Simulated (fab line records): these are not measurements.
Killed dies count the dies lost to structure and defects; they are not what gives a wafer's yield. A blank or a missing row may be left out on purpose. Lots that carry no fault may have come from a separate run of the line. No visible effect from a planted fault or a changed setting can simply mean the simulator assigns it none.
Matching of chambers | flow sky130 | rie diel-03 running SKY_PASSIVATION_ETCH_11: 4 sister chambers
The step etches the open film in CF4/O2, stops on AlCu, target depth 725 nm, time 161.1 s. 7 wafers are shown with their chamber, then 7 later ones without.

WAFERS WITH THEIR CHAMBER
wafer  | chamber | drypump motor current A (A) | oes product au (a.u.)
L084.2 | 2       | 5.8                         | 0.978
L084.3 | 1       | 6.1                         | 0.961
L089.2 | 3       | 6.0                         | 0.971
L089.3 | 0       | 5.0                         | 0.988
L089.4 | 2       | 5.7                         | 0.976
L090.2 | 3       | 6.0                         | 0.979
L090.3 | 0       | 5.0                         | 0.986

WAFERS MISSING THEIR CHAMBER
wafer  | drypump motor current A (A) | oes product au (a.u.)
L090.6 | 5.0                         | 0.980
L091.1 | 6.2                         | 0.973
L091.4 | 4.9                         | 0.984
L091.6 | 6.1                         | 0.974
L093.2 | 6.0                         | 0.977
L093.4 | 5.8                         | 0.974
L093.5 | 6.0                         | 0.985

CHAMBER TAKEN BY EACH
wafer  | from the rows above     | in truth
L090.6 | 0                       | 0
L091.1 | can't be placed: 1 or 3 | 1
L091.4 | 0                       | 0
L091.6 | can't be placed: 3 or 1 | 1
L093.2 | 3                       | 3
L093.4 | 2                       | 2
L093.5 | 3                       | 3
Correctly placed: 5 of 7. Can't be placed from these rows: 2 (the true chamber is among the candidates in 2). 0 placed wrongly.
How it was worked out, from the rows above alone: a wafer's distance from a chamber is the root of the sum, over the readings, of the square of ((its reading less the chamber's mean) divided by the reading's scatter). The wafer belongs to the nearest chamber; if the next one is less than 2 further off, it can't be placed. The mean given for a chamber averages the wafers shown for that chamber. The scatter: take each reading less its chamber's mean, square it, sum over the shown wafers, divide by the number of wafers less the number of chambers, and take the root.
